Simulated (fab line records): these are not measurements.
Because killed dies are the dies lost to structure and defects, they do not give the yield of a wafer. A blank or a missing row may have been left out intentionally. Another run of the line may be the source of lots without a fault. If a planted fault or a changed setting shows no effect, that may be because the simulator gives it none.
Which of the tools did it? | flow sky130 | 11 lots with 33 wafers sampled at 6 steps, on a route of 708 steps

== WHAT THE GAUGES SHOWED, per wafer ==
SKY_DNWELL_TW_MEAS_09. Usual: DNWELL_TW typically reads 1121, with standard deviation 7.8.
lot  | measured    | on            | DNWELL_TW      | flag
L674 | day 3 06:32 | film metro-01 | 1126 1120 1127 |
L677 | day 3 23:55 | film metro-02 | 1118 1111 1112 |
L678 | day 4 02:32 | film metro-01 | 1127 1124 1130 |
L679 | day 4 07:53 | film metro-04 | 1133 1131 1135 |
L682 | day 5 00:23 | film metro-02 | 1115 1112 1113 |
L683 | day 5 04:05 | film metro-02 | 1121 1117 1119 |
L684 | day 5 09:40 | film metro-01 | 1123 1120 1120 |
L686 | day 6 00:10 | film metro-04 | 1119 1118 1120 |
L688 | day 6 08:44 | film metro-01 | 1129 1125 1130 |
L692 | day 7 06:20 | film metro-01 | 1119 1119 1120 |
L697 | day 8 06:19 | film metro-04 | 1127 1117 1131 |

SKY_PWDE_TW_MEAS_10. Usual: PWDE_TW typically reads 376.3, with standard deviation 2.4.
lot  | measured    | on            | PWDE_TW           | flag
L674 | day 3 22:22 | film metro-01 | 378.3 375.7 375.7 |
L677 | day 4 16:57 | film metro-04 | 379.1 378.7 378.4 |
L678 | day 4 19:55 | film metro-01 | 377.6 380.8 377.4 |
L679 | day 5 01:36 | film metro-04 | 375.1 374.9 375.7 |
L682 | day 5 19:04 | film metro-02 | 374.1 373.3 374.6 |
L683 | day 5 22:47 | film metro-01 | 378.3 379.2 379.1 |
L684 | day 6 04:21 | film metro-02 | 374.1 372.7 375.5 |
L686 | day 6 20:15 | film metro-01 | 379.5 379.0 381.2 |
L688 | day 7 03:51 | film metro-04 | 400.0 399.4 401.3 | OFF
L692 | day 8 03:01 | film metro-04 | 403.3 397.3 399.6 | OFF
L697 | day 9 04:54 | film metro-01 | 377.8 376.8 374.9 |

SKY_NWELL_TW_MEAS_26. Usual: NWELL_2_TW typically reads 499, with standard deviation 4.1.
lot  | measured     | on            | NWELL_2_TW  | flag
L674 | day 5 10:16  | film metro-01 | 503 504 501 |
L677 | day 6 05:59  | film metro-04 | 499 499 501 |
L678 | day 6 09:58  | film metro-01 | 507 504 507 |
L679 | day 6 15:30  | film metro-02 | 494 494 494 |
L682 | day 7 11:15  | film metro-04 | 505 504 505 |
L683 | day 7 13:47  | film metro-02 | 496 496 495 |
L684 | day 7 19:34  | film metro-02 | 495 495 495 |
L686 | day 8 13:10  | film metro-02 | 493 498 494 |
L688 | day 8 21:56  | film metro-02 | 493 496 497 |
L692 | day 10 00:02 | film metro-02 | 494 494 494 |
L697 | day 11 01:23 | film metro-04 | 500 503 497 |

SKY_NWELL_RS_MEAS_31: measures by four-point-probe. Usual: PWDE_RS typically reads 5274 ohm/sq, with standard deviation 18.
lot  | measured     | on            | PWDE_RS (ohm/sq) | flag
L674 | day 5 10:43  | film metro-04 | 5292 5308 5281   |
L677 | day 6 06:26  | film metro-01 | 5269 5273 5255   |
L678 | day 6 10:26  | film metro-02 | 5292 5282 5292   |
L679 | day 6 15:57  | film metro-02 | 5283 5302 5304   |
L682 | day 7 11:43  | film metro-01 | 5275 5276 5256   |
L683 | day 7 14:14  | film metro-04 | 5264 5281 5270   |
L684 | day 7 20:01  | film metro-02 | 5275 5265 5275   |
L686 | day 8 13:37  | film metro-01 | 5273 5283 5255   |
L688 | day 8 22:23  | film metro-04 | 4529 4525 4512   | OFF
L692 | day 10 00:31 | film metro-04 | 4515 4530 4525   | OFF
L697 | day 11 01:50 | film metro-02 | 5259 5264 5264   |

== EACH LOT AND THE TOOL THAT RAN IT (in order: tool; ch and the chambers of the sampled wafers; start) ==
lot  | SKY_FIELD_ISO_CMP_27         | SKY_PWDE_IMPLANT_08
L674 | cmp-02 ch 0,1,3, day 2 10:47 | implanter-01 ch 0, day 3 22:08
L677 | cmp-02 ch 0,2, day 3 04:26   | implanter-01 ch 0, day 4 16:42
L678 | cmp-02 ch 0,1,3, day 3 08:10 | implanter-03 ch 0, day 4 19:42
L679 | cmp-01 ch 0,1,2, day 3 12:50 | implanter-03 ch 0, day 5 01:21
L682 | cmp-01 ch 1,2,3, day 4 04:24 | implanter-02 ch 0, day 5 18:49
L683 | cmp-02 ch 0,3, day 4 07:13   | implanter-03 ch 0, day 5 22:32
L684 | cmp-02 ch 0,1,3, day 4 13:00 | implanter-02 ch 0, day 6 04:06
L686 | cmp-02 ch 1,3, day 5 02:54   | implanter-01 ch 0, day 6 20:00
L688 | cmp-02 ch 0,2,3, day 5 11:02 | implanter-01 ch 0, day 7 03:36
L692 | cmp-02 ch 0,2,3, day 6 07:52 | implanter-01 ch 0, day 8 02:49
L697 | cmp-01 ch 0,2, day 7 07:14   | implanter-02 ch 0, day 9 04:39
- SKY_FIELD_ISO_CMP_27: polishes, stops on Si3N4, t overpolish 16 s, target thk 457.8 nm.
- SKY_PWDE_IMPLANT_08

== AS READ BY THE TOOLS THEMSELVES (means over the sampled wafers that have a number; for cases with no such wafer, the mark the record gives instead) ==
SKY_FIELD_ISO_CMP_27. Usual: motor current A 11.4 A, standard deviation 1.4; overpolish run s 16.000 s, standard deviation 0.0094; retaining ring pressure frac 1.000, standard deviation 0.0051; slurry filter dp kPa 13.49 kPa, standard deviation 0.13; time to endpoint s 114 s, standard deviation 3.1.
lot  | tool   | motor current A (A) | overpolish run s (s) | retaining ring pressure frac | slurry filter dp kPa (kPa) | time to endpoint s (s) | flag
L674 | cmp-02 | 11.7                | 15.999               | 0.999                        | 13.53                      | 113                    |
L677 | cmp-02 | 11.1                | 15.994               | 1.004                        | 13.53                      | 112                    |
L678 | cmp-02 | 11.8                | 15.998               | 0.996                        | 13.59                      | 114                    |
L679 | cmp-01 | 11.9                | 16.005               | 0.995                        | 13.58                      | 117                    |
L682 | cmp-01 | 11.3                | 15.999               | 0.995                        | 13.45                      | 112                    |
L683 | cmp-02 | 12.3                | 16.000               | 1.002                        | 13.43                      | 113                    |
L684 | cmp-02 | 11.7                | 15.999               | 1.002                        | 13.54                      | 113                    |
L686 | cmp-02 | 12.2                | 16.003               | 1.001                        | 13.48                      | 113                    |
L688 | cmp-02 | 11.3                | 16.002               | 1.000                        | 13.44                      | 113                    |
L692 | cmp-02 | 11.5                | 15.994               | 1.001                        | 13.57                      | 115                    |
L697 | cmp-01 | 13.8                | 15.997               | 1.004                        | 13.46                      | 114                    |

SKY_PWDE_IMPLANT_08. Usual: beam on s 10.01 s, standard deviation 0.21; dose ions cm2 3.6e+12, standard deviation 3.9e+09; end station pressure torr 5.02e-06 Torr, standard deviation 2.7e-07; faraday current uA 20.3, standard deviation 0.42.
lot  | tool         | beam on s (s) | dose ions cm2 | end station pressure torr (Torr) | faraday current uA | flag
L674 | implanter-01 | 10.08         | 3.6e+12       | 5.00e-06                         | 20.1               |
L677 | implanter-01 | 10.08         | 3.6e+12       | 5.10e-06                         | 20.1               |
L678 | implanter-03 | 9.86          | 3.6e+12       | 5.05e-06                         | 20.6               |
L679 | implanter-03 | 10.01         | 3.6e+12       | 5.18e-06                         | 20.3               |
L682 | implanter-02 | 10.05         | 3.6e+12       | 4.86e-06                         | 20.2               |
L683 | implanter-03 | 10.07         | 3.6e+12       | 4.97e-06                         | 20.2               |
L684 | implanter-02 | 9.94          | 3.6e+12       | 4.89e-06                         | 20.4               |
L686 | implanter-01 | 10.14         | 3.6e+12       | 4.97e-06                         | 20.1               |
L688 | implanter-01 | 12.42         | 3.6e+12       | 9.88e-05                         | 16.5               | OFF
L692 | implanter-01 | 12.14         | 3.6e+12       | 9.80e-05                         | 16.9               | OFF
L697 | implanter-02 | 9.71          | 3.6e+12       | 5.23e-06                         | 20.9               |

== THE ANSWER, worked out from the rows above alone ==
Rule: take the mean of a lot's wafers that have a number; if it is more than 3 standard deviations from the usual mean, the lot is off. A lot without any number at a reading at which 4 lots or more have one is off too. Where the step has rows for the other lots, those lots are counted as sound. After the gauges, taken in route order, come the tools' own readings; for these a lot's mean is taken, as printed above. At the first step where some lot is off, the reading lying furthest off is the one used; lots without a number count as furthest.
Off: at SKY_PWDE_TW_MEAS_10 (PWDE_TW), L688, L692.
If a tool, at a process step before that reading, ran all the lots that are off and no sound lot after the first of them, it fits. The gauges at SKY_PWDE_TW_MEAS_10 aren't tried: what is off there is off at SKY_PWDE_IMPLANT_08 too, on other tools, and a gauge's error can't cause that. This does not decide it: 2 tools fit, namely cmp-02 at SKY_FIELD_ISO_CMP_27 and implanter-01 at SKY_PWDE_IMPLANT_08.

== WHAT HAD BEEN PUT IN BY THE SIMULATOR ==
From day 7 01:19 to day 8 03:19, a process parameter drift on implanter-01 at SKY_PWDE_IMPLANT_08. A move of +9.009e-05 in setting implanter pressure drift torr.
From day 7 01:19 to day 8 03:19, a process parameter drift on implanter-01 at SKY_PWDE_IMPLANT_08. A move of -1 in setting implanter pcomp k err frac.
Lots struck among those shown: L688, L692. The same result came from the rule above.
